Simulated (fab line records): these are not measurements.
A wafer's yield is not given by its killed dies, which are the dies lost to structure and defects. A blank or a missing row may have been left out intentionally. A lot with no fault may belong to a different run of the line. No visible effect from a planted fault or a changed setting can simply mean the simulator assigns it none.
A single fault, viewed from 2 desks + flow gf180mcu + numbers are kept per desk, each desk with only its own; the story behind them comes last

== AT THE TOOL OWNER'S DESK: implanter-03 ==
The tool's own readings at GF_HV_LDD_IMPLANT_34, given as means over the sampled wafers that have a number, one for each lot that went through this tool. The brackets show how far a lot's mean lies from the usual mean; more than 4 standard deviations puts the lot out of limits, marked OUT.
Columns: A = beam_energy_keV at GF_HV_LDD_IMPLANT_34, usual 60.002; B = tilt_deg at GF_HV_LDD_IMPLANT_34, usual 30.004 degrees
| lot  | first seen here | A      | B                       |
|------|-----------------|--------|-------------------------|
| L630 | day 11 13:16    | 59.990 | 29.968                  |
| L636 | day 13 09:49    | 60.013 | 0.001 (-99 or more) OUT |
| L638 | day 14 05:07    | 60.007 | 0.024 (-99 or more) OUT |
| L646 | day 16 15:47    | 59.974 | 30.002                  |
| L648 | day 17 08:31    | 60.004 | 30.030                  |
| L650 | day 17 21:11    | 60.002 | 30.001                  |
| L652 | day 19 05:58    | 59.997 | 29.985                  |
Finding of this desk: L636, L638 out of limits; the first was L636 at day 13 09:49, on tilt_deg at GF_HV_LDD_IMPLANT_34. L630, L646, L648, L650, L652: within limits.

== METROLOGY DESK ==
Lot by lot, what the gauges showed, no matter which tool ran the lot: averages of those sampled wafers that carry a number. The brackets show how far a lot's mean lies from the usual mean; more than 4 standard deviations puts the lot out of limits, marked OUT.
Columns: A = cd_nm at GF_HV_LDD_CD_MEAS_07, usual 399.3 nm; B = cd_nm at GF_HV_LDD_CD_MEAS_19, usual 399.8 nm; C = HV_LDD_3_TW at GF_HV_LDD_TW_MEAS_38, usual 1440; D = HV_LDD_RS at GF_HV_LDD_RS_MEAS_53, usual 418.3 ohm/sq
| lot  | first seen here | A     | B     | C    | D               |
|------|-----------------|-------|-------|------|-----------------|
| L630 | day 10 01:44    | 403.7 | 402.9 | 1458 | 419.1           |
| L631 | day 10 13:14    | 399.2 | 402.8 | 1421 | 419.9           |
| L632 | day 10 16:59    | 395.6 | 399.9 | 1446 | 416.8           |
| L633 | day 10 22:42    | 397.9 | 400.7 | 1420 | 418.1           |
| L636 | day 11 18:13    | 401.9 | 395.8 | 1416 | 373.4 (-50) OUT |
| L637 | day 12 05:26    | 402.5 | 401.7 | 1453 | 419.0           |
| L638 | day 12 11:38    | 402.1 | 397.9 | 1402 | 373.6 (-50) OUT |
| L646 | day 14 19:58    | 400.3 | 399.0 | 1434 | 419.1           |
| L647 | day 15 08:43    | 393.5 | 403.3 | 1438 | 417.3           |
| L648 | day 15 11:10    | 398.2 | 399.1 | 1429 | 419.0           |
| L650 | day 15 23:32    | 399.9 | 403.3 | 1431 | 417.7           |
| L652 | day 17 04:46    | 397.4 | 400.3 | 1455 | 418.4           |
Finding of this desk: L636, L638 out of limits, first seen on L636 at day 14 07:32 (HV_LDD_RS at GF_HV_LDD_RS_MEAS_53). L630, L631, L632, L633, L637, L646, L647, L648, L650, L652: within limits.

== ALL TOGETHER ==
The tool owner's desk had the chance to raise an alarm at day 13 09:49 on L636, L638.
On L636, L638, the metrology desk was in a position to raise an alarm at day 14 07:32.
GF_HV_LDD_IMPLANT_34 was run on implanter-03 by each of the lots named.

== WHAT THE SIMULATOR PUT IN ==
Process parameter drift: implanter-03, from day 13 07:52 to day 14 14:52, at GF_HV_LDD_IMPLANT_34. The setting tilt_deg was moved by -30, starting from 30. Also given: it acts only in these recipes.
Struck lots among those shown: L636, L638.
Fault start to first reading out of limits, in hours, per desk: tool owner, 2; metrology, 24.
